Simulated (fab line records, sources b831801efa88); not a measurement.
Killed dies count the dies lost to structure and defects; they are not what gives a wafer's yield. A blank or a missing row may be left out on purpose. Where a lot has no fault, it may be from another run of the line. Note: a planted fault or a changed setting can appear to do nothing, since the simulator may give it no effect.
What tool caused it? + flow gf180mcu + 6 lots with 18 wafers sampled at 3 steps, on a route of 602 steps

== WHAT THE GAUGES SHOWED, per wafer ==
GF_V5_RS_MEAS_24: measures by four-point-probe.
| lot  | measured     | on           | V5_W_RS (ohm/sq)  |
|------|--------------|--------------|-------------------|
| L105 | day 27 15:00 | filmMetro-02 | 0.328 0.331 0.328 |
| L107 | day 28 04:58 | filmMetro-02 | 0.327 0.332 0.330 |
| L109 | day 29 04:15 | filmMetro-02 | 0.327 0.321 0.332 |
| L112 | day 29 22:19 | filmMetro-02 | 0.330 0.329 0.323 |
| L118 | day 31 17:39 | filmMetro-04 | 0.329 0.330 0.329 |
| L124 | day 32 23:51 | filmMetro-04 | 0.332 0.327 0.324 |

== WHICH TOOL RAN EACH LOT (tool, then ch and the chambers of the sampled wafers, then the start) ==
| lot  | GF_V4_CMP_26                  | GF_M5_METAL_ETCH_10              |
|------|-------------------------------|----------------------------------|
| L105 | cmp-02 ch 0,1, day 24 21:04   | rieMetal-03 ch 0,1, day 26 16:20 |
| L107 | cmp-02 ch 1,3, day 25 12:17   | rieMetal-02 ch 0,1, day 27 06:06 |
| L109 | cmp-01 ch 0,1, day 26 12:01   | rieMetal-03 ch 0,1, day 28 06:20 |
| L112 | cmp-02 ch 1,2,3, day 27 08:52 | rieMetal-02 ch 0,1, day 29 01:11 |
| L118 | cmp-02 ch 0,1,2, day 29 06:11 | rieMetal-04 ch 0,1, day 30 20:40 |
| L124 | cmp-01 ch 0,2,3, day 30 16:20 | rieMetal-02 ch 0,1, day 32 04:43 |
- GF_V4_CMP_26: polishes, stops on SiO2, t overpolish 15 s, target thk 0 nm.
- GF_M5_METAL_ETCH_10: etches the open film in Cl2/BCl3, stops on SiO2, target depth 627.5 nm, time 104.6 s.

== THE ANSWER, worked out from the rows above alone ==
Rule: the lots themselves supply what counts as usual. The widest of any qualifying gaps counts: lots, ordered by their means at a reading, are off when they make up no more than a third of the lots, leave a main group of 4 or more, and stand apart from it by 3 or more times the standard deviation of that group's means. A main group whose means are all the same, to the digits that the tables above print for the reading, isn't used. Also off: a lot with no number at a reading for which 4 or more lots have one. Where the step has rows for the other lots, those lots are counted as sound.
Across all readings shown, no lot is off: no conclusion can be drawn from this.

== WHAT THE SIMULATOR HAD INSERTED ==
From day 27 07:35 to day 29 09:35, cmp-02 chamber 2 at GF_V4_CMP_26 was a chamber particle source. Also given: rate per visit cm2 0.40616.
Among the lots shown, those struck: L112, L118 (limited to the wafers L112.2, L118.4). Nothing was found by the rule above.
